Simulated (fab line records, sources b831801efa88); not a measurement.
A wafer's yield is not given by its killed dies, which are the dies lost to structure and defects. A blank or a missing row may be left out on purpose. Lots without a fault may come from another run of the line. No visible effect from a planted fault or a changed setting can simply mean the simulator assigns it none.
A lot that was struck, set against a sound lot ; flow sky130 ; 17 out of 708 route steps
Sound: the wafers L494.2, L494.4, L494.5. Struck: wafer L497.1. (L497.5, L497.6 of the same lot were not struck and are left out.) The cause comes at the end.
Each step with rows lists, per side, the tool, then ch with its chambers, then its first start. Under that, the readings that differ: sound wafers ; struck wafers ; difference of the means ; sigmas: that difference in standard deviations of wafers without a fault.
alike: readings with means less than 2 such deviations apart, plus words and numbers identical on both sides. not compared: withheld readings, readings lacking a value on some wafer, bounds such as >300 that could conceal the same value, and numbers that have no deviation in the record and whose values overlap.
Wherever a step has rows on one side only, a row that says differs or no value, or a row with sigmas, the two part there. Non-overlapping numbers with no deviation appear without sigmas and do not part them. Lack of a reading on every wafer of one side parts them only where that side has two or more wafers.

first, 3 steps without rows for these wafers: SKY_LI_CONTACT_EXPOSE_09 (exposes mask LICM1, target cd 170 nm); SKY_LI_CONTACT_PEB_10; SKY_LI_CONTACT_DEVELOP_11 (develop time 60 s).
SKY_LI_CONTACT_CD_MEAS_12: target cd 170 nm.
  struck on cd_sem-01, day 31 20:55; sound on cd_sem-01, day 30 15:15
  alike: cd_nm
SKY_LI_CONTACT_OVL_MEAS_13:
  struck on overlay-02, day 31 21:02; sound on overlay-01, day 30 15:22
  alike: LI_CONTACT_OVL
SKY_LI_CONTACT_ETCH_14: etches BARC in N2/H2, stops on SiO2, time 45.9 s, target depth 60 nm.
  sound on rie_diel-03 ch 0,2, day 30 15:23; struck on rie_diel-03 ch 2, day 31 21:05
  alike: drypump_motor_current_A, oes_product_au, throttle_valve_pct
  not compared: rf_hours_counter_h
SKY_LI_CONTACT_ETCH_15: etches PSG in C4F8/O2/Ar, stops on Si, target depth 600 nm.
  sound on rie_diel-03 ch 0,2, day 30 15:26; struck on rie_diel-03 ch 2, day 31 21:07
  alike: oes_product_au
SKY_LI_CONTACT_STRIP_16: strips in O2/N2.
  sound on plasma_asher-01 ch 0,1, day 30 15:31; struck on plasma_asher-03 ch 0, day 31 21:13
reading;sound;struck;difference;sigmas
drypump_motor_current_A (A);5.6 6.6 6.6;5.2;-1.1;-2
  alike: oes_product_au, strip_time_to_endpoint_s
  not compared: rf_hours_counter_h
then, 2 steps without rows for these wafers: SKY_LI_CONTACT_CLEAN_17 (cleans in NMP, time 600 s); SKY_LI_CONTACT_PRE_CLEAN_18 (time 5.6 s).
SKY_LI_CONTACT_SPUTTER_19: material Ti, target thk 20 nm, time 106.37 s.
  struck on pvd_sputter-02, day 31 21:30; sound on pvd_sputter-03, day 30 15:50
  alike: throttle_valve_pct
SKY_LI_CONTACT_SPUTTER_20: material TiN, target thk 20 nm, time 80 s.
  struck on pvd_sputter-02, day 31 21:35; sound on pvd_sputter-03, day 30 15:54
  alike: throttle_valve_pct
SKY_LI_CONTACT_CVD_21: deposits W, target thk 400 nm, time 120.56 s.
  sound on cvd_w-01 ch 0,1, day 30 15:58; struck on cvd_w-01 ch 0, day 31 21:38
reading;sound;struck;difference;sigmas
model.W_of_LI_CONTACT_CVD_21.thk_nm (nm);406.3 405.6 405.7;422.1;+16.2;
  alike: heater_power_w
SKY_LI_CONTACT_RS_MEAS_22: a four-point-probe measurement.
  struck on film_metro-03, day 31 21:46; sound on film_metro-03, day 30 16:07
reading;sound;struck;difference;sigmas
LI_CONTACT_W_RS (ohm/sq);0.2799 0.2809 0.2805;0.2692;-0.0112;-4
SKY_LI_CONTACT_THK_MEAS_23: measures by xrf.
  struck on film_metro-03, day 31 21:53; sound on film_metro-03, day 30 16:13
reading;sound;struck;difference;sigmas
LI_CONTACT_W_THK (nm);414 414 412;427;+14;+2
then, 1 step without rows for these wafers: SKY_LI_CONTACT_CMP_24 (polishes, stops on PSG, t overpolish 20 s, target thk 0 nm).
-- here the record skips 16 days between the struck wafers' starts before and after, leaving off in module LI_CONTACT and picking up in module PAD_OPEN (first step shown: number 708 of the route) --
SKY_PAD_OPEN_PROBE_99:
  struck on prober-01, day 47 20:05; sound on prober-02, day 46 22:14
  alike: killed_at_M0_to_M3, killed_at_M4_up, killed_at_contacts, killed_at_front_end, killed_at_other, killed_dies, killed_open, killed_short

## WHERE THEY PART
At SKY_LI_CONTACT_STRIP_16 first; at SKY_LI_CONTACT_THK_MEAS_23 last (within this record only). Later steps at which nothing parts them and some readings are alike: SKY_PAD_OPEN_PROBE_99.

WHY: whatever the simulator had introduced
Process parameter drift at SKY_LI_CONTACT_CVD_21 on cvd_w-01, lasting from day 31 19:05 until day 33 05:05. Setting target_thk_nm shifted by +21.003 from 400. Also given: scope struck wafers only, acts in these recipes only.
